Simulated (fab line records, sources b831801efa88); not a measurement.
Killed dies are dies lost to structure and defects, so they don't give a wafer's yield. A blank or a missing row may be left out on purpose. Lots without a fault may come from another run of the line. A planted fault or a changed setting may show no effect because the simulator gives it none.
Split-lot experiment | flow gf180mcu | 5 lots, 23 wafers read, on a route of 602 steps

THE SPLIT
At GF_M1_PEB_12 (peb time 90 s), the setting peb_temp_c was moved away from the recipe's 135 C on 6 of the 23 wafers read, by -1.6% to +2.4%. The other wafers ran this setting at the recipe's value.

FROM THE SPLIT TO THE READING: what the file shows between them, 1 step
- GF_M1_DEVELOP_13: develop time 60 s

THE READING
cd_nm, in nm, at GF_M1_CD_MEAS_14 (target cd 230 nm). Fault-free wafers of this fab line usually give 229.6 nm, standard deviation 1.2 nm.

wafer  | tool, chamber at the split | peb_temp_c as run, C | against the recipe | cd_nm, nm | against lot-mates on the recipe
L074.1 | litho_track-02, 0          | 135                  | recipe             | 227.9     | -
L074.2 | litho_track-02, 0          | 135                  | recipe             | 227.7     | -
L074.4 | litho_track-02, 0          | 135                  | recipe             | 228.8     | -
L074.5 | litho_track-02, 0          | 135                  | recipe             | 228.1     | -
L074.6 | litho_track-02, 0          | 135                  | recipe             | 228.2     | -
L075.1 | litho_track-04, 0          | 135                  | recipe             | 229.9     | -
L075.5 | litho_track-04, 0          | 135                  | recipe             | 228.9     | -
L075.6 | litho_track-04, 0          | 135                  | recipe             | 229.1     | -
L078.1 | litho_track-03, 0          | 135                  | recipe             | 230.9     | -
L078.3 | litho_track-03, 0          | 135                  | recipe             | 230.5     | -
L078.4 | litho_track-03, 0          | 135                  | recipe             | 230.9     | -
L078.5 | litho_track-03, 0          | 135                  | recipe             | 230.8     | -
L078.6 | litho_track-03, 0          | 135                  | recipe             | 231.5     | -
L079.1 | litho_track-02, 0          | 135                  | recipe             | 229.6     | -
L079.3 | litho_track-02, 0          | 138.3                | +2.4%              | 221.7     | -7.8
L079.4 | litho_track-02, 0          | 138.3                | +2.4%              | 222.6     | -6.8
L079.5 | litho_track-02, 0          | 138.3                | +2.4%              | 222.2     | -7.2
L079.6 | litho_track-02, 0          | 135                  | recipe             | 229.3     | -
L085.1 | litho_track-04, 0          | 132.8                | -1.6%              | 236.7     | +6.1
L085.3 | litho_track-04, 0          | 135                  | recipe             | 230.9     | -
L085.4 | litho_track-04, 0          | 135                  | recipe             | 230.3     | -
L085.5 | litho_track-04, 0          | 132.8                | -1.6%              | 237.1     | +6.5
L085.6 | litho_track-04, 0          | 132.8                | -1.6%              | 237.9     | +7.3

THE FIT
A straight line over all 23 wafers: cd_nm changes by -3.59 nm for each +1% of peb_temp_c; r = -0.95; the points scatter about the line by 1.3 nm.
The same after taking each lot's own level away (the mean of its wafers on the recipe; 23 wafers): -3.34 nm for each +1%; r = -0.99; scatter 0.62 nm.
On that fit, the largest move of peb_temp_c shifts the reading by 8.2 nm.
The lots' own levels span 228.14 to 230.92 nm, that is 2.3 times the standard deviation above.
So the lot-to-lot level changes the slope little: the two slopes agree.
Check: with one of the wafers moved furthest among these (+2.4%) left out of the fit, the line predicts -7.95 nm for it against its lot-mates. It came out at -7.75 nm against them.

OTHER SPLITS ON THESE WAFERS
These wafers also went through other splits before the reading. Each is held against what the fit with the lots' levels taken away leaves over:
other split on the same wafers | wafers away from the commonest value | r with cd_nm (lot level and that fit taken away)
GF_CONTACT_SPUTTER_22 time_s   | 8                                    | +0.09

THE FILE'S OWN FIT
cd_nm changes by -3.3 nm for each +1% of peb_temp_c, r = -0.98.
